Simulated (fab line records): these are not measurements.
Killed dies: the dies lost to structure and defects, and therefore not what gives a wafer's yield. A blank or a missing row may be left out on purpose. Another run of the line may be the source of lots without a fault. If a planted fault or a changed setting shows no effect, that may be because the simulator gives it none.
Struck lot and sound lot, side by side -- flow sky130 -- 44 steps out of a route of 708
Sound: the wafers L609.3, L609.4, L609.6. Wafers struck: L614.3, L614.5, L614.6. At the end, the cause is stated.
Per side, at each step with rows, come the tool, then ch with its chambers, and then its first start. Under that, the readings that differ: sound wafers -- struck wafers -- difference of the means -- sigmas: that difference in standard deviations of wafers without a fault.
alike: same words and numbers on both sides, and readings whose means sit less than 2 such deviations apart. not compared: any withheld reading, any reading some wafer has no value for, any bound like >300 that may hide the same value, and any number with overlapping values for which the record gives no deviation.
A row with sigmas, a row that says differs or no value, or rows on one side alone: a step with any of these is where the two part. Numbers that have no deviation but don't overlap get no sigmas and don't part them. Lack of a reading on every wafer of one side parts them only where that side has two or more wafers.

first, 5 steps without rows for these wafers: SKY_FIELD_ISO_WET_ETCH_18 (etches Si3N4 in H3PO4, target depth 25 nm, time 286 s); SKY_FIELD_ISO_CLEAN_19 (cleans in SC1/SC2, time 150 s); SKY_FIELD_ISO_CLEAN_20 (cleans in dHF, time 20 s); SKY_FIELD_ISO_WET_ETCH_21 (etches SiO2 in dHF, target depth 20 nm, time 400 s); SKY_FIELD_ISO_OXIDATION_22 (stabilise 600 s, purge 300 s, target thk 10 nm).
SKY_FIELD_ISO_THK_MEAS_23:
  sound on film_metro-02, day 2 21:59; struck on film_metro-02, day 4 03:37
  alike: FIELD_ISO_OXIDATION_01_THK
then, 1 step without rows for these wafers: SKY_FIELD_ISO_CVD_24 (deposits SiO2, target thk 595 nm, time 99.2 s).
SKY_FIELD_ISO_THK_MEAS_25:
  sound on film_metro-03, day 2 22:07; struck on film_metro-03, day 4 03:44
  alike: FIELD_ISO_CVD_24_THK
then, 1 step without rows for these wafers: SKY_FIELD_ISO_ANNEAL_26 (time 1800 s).
SKY_FIELD_ISO_CMP_27: polishes, stops on Si3N4, t overpolish 16 s, target thk 457.8 nm.
  sound on cmp-02 ch 0,1,2, day 3 00:51; struck on cmp-02 ch 1,2, day 4 06:29
  alike: motor_current_A, overpolish_run_s, time_to_endpoint_s
then, 2 steps without rows for these wafers: SKY_FIELD_ISO_WET_ETCH_28 (etches SiO2 in dHF, target depth 23.7 nm, time 47 s); SKY_FIELD_ISO_WET_ETCH_29 (etches Si3N4 in H3PO4, target depth 160 nm, time 1825 s).
SKY_FIELD_ISO_WET_ETCH_30: etches SiO2 in dHF, target depth 25 nm, time 50 s.
  sound on wet_bench-04 ch 0, day 3 01:41; struck on wet_bench-04 ch 1, day 4 07:22
reading,sound,struck,difference,sigmas
bath_heat_duty_pct (%),5.4 6.0 5.6,0 0 0,-6,-8
temp_c (C),24.96 25.01 24.82,8.24 8.20 8.28,-16.69,-99 or more
model.SiO2_of_FIELD_ISO_CVD_24.thk_nm (nm),404.4 404.7 402.5,419 418 418.8,+15,
then, 2 steps without rows for these wafers: SKY_NWELL_CLEAN_00 (cleans in SC1/SC2, time 150 s); SKY_NWELL_OXIDATION_01 (stabilise 600 s, purge 300 s, target thk 10 nm).
SKY_NWELL_THK_MEAS_02:
  sound on film_metro-02, day 3 03:11; struck on film_metro-02, day 4 08:52
  alike: NWELL_OXIDATION_THK
then, 8 steps without rows for these wafers: SKY_DNWELL_DEHYDRATE_00 (time 60 s); SKY_DNWELL_HMDS_01 (prime time 60 s); SKY_DNWELL_COAT_02 (resist thk 3000 nm); SKY_DNWELL_SOFTBAKE_03; SKY_DNWELL_EXPOSE_04 (exposes mask DNM, target cd 3000 nm); SKY_DNWELL_PEB_05; SKY_DNWELL_DEVELOP_06 (develop time 60 s); SKY_DNWELL_IMPLANT_07.
SKY_DNWELL_STRIP_08: strips in O2/N2.
  sound on plasma_asher-03 ch 0,1, day 3 19:20; struck on plasma_asher-04 ch 0,1, day 5 01:14
  alike: drypump_motor_current_A, n2_flow_sccm, oes_product_au, strip_time_to_endpoint_s
  not compared: rf_hours_counter_h
SKY_DNWELL_TW_MEAS_09:
  sound on film_metro-02, day 3 19:25; struck on film_metro-04, day 5 01:19
  alike: DNWELL_TW
then, 7 steps without rows for these wafers: SKY_PWDE_DEHYDRATE_00 (time 60 s); SKY_PWDE_HMDS_01 (prime time 60 s); SKY_PWDE_COAT_02 (resist thk 3000 nm); SKY_PWDE_SOFTBAKE_03; SKY_PWDE_EXPOSE_04 (exposes mask PWDEM, target cd 840 nm); SKY_PWDE_PEB_05; SKY_PWDE_DEVELOP_06 (develop time 60 s).
SKY_PWDE_OVL_MEAS_07:
  sound on overlay-02, day 4 10:46; struck on overlay-02, day 5 19:16
reading,sound,struck,difference,sigmas
PWDE_OVL (nm),4.5 3.6 4.4,-2.3 -4.0 -1.9,-6.9,-4
following that, these wafers have no rows for 1 step: SKY_PWDE_IMPLANT_08.
SKY_PWDE_STRIP_09: strips in O2/N2.
  sound on plasma_asher-03 ch 0,1, day 4 10:59; struck on plasma_asher-03 ch 0,1, day 5 19:28
  alike: drypump_motor_current_A, n2_flow_sccm, oes_product_au, strip_time_to_endpoint_s
  not compared: rf_hours_counter_h
SKY_PWDE_TW_MEAS_10:
  sound on film_metro-02, day 4 11:04; struck on film_metro-01, day 5 19:34
  alike: PWDE_TW
then, 5 steps without rows for these wafers: SKY_NWELL_DEHYDRATE_03 (time 60 s); SKY_NWELL_HMDS_04 (prime time 60 s); SKY_NWELL_COAT_05 (resist thk 3000 nm); SKY_NWELL_SOFTBAKE_06; SKY_NWELL_EXPOSE_07 (exposes mask NWM, target cd 840 nm).
-- the record jumps here: 25 days lie between the struck wafers' starts before and after (it left off in module NWELL and takes up again in module SALICIDE, whose first step shown is number 361 of the route) --
SKY_SALICIDE_CLEAN_00: cleans in HF-last, time 30 s.
  sound on wet_bench-04 ch 3, day 28 17:03; struck on wet_bench-01 ch 3, day 30 17:21
reading,sound,struck,difference,sigmas
model.SiO2_of_FIELD_ISO_CVD_24.thk_nm (nm),358 358.5 356,372.3 371.5 372.3,+14.5,
-- the record jumps here: 17 days lie between the struck wafers' starts before and after (it left off in module SALICIDE and takes up again in module PAD_OPEN, whose first step shown is number 708 of the route) --
SKY_PAD_OPEN_PROBE_99:
  sound on prober-02, day 46 06:55; struck on prober-01, day 47 18:52
reading,sound,struck,difference,sigmas
model.etest.pfet_16v.r_on_ohm_um,1.552e+04 1.507e+04 1.536e+04,1.602e+04 1.597e+04 1.604e+04,+6.933e+02,
model.etest.res_iso_pwell.rs_ohm_sq,3275 2976 3178,3573 3613 3683,+480,
model.etest.res_iso_pwell.line_ohm_um,1241 1127 1192,1360 1357 1390,+182,
model.etest.res_nwell.rs_ohm_sq,953.3 914.5 938.4,1088 1100 1113,+165,
model.etest.cap_li_to_poly.c_af_um2,99.67 98.22 98.42,102.7 102 102.9,+3.8,
  alike: killed_at_M0_to_M3, killed_at_M4_up, killed_at_contacts, killed_at_front_end, killed_at_other, killed_dies, killed_on_rim, killed_open, killed_short
  not compared: model.etest.res_p_drift_20v.line_ohm_um, model.etest.res_p_drift_20v.rs_ohm_sq, model.etest.cap_poly_to_well.c_af_um2

WHERE THEY PART
At SKY_FIELD_ISO_WET_ETCH_30 first; at SKY_PWDE_OVL_MEAS_07 last (within this record only). Later steps at which nothing parts them and some readings are alike: SKY_PWDE_STRIP_09, SKY_PWDE_TW_MEAS_10, SKY_PAD_OPEN_PROBE_99.

WHY: whatever the simulator had introduced
wet_bench-04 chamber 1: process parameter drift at SKY_FIELD_ISO_WET_ETCH_30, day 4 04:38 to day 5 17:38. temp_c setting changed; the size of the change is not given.
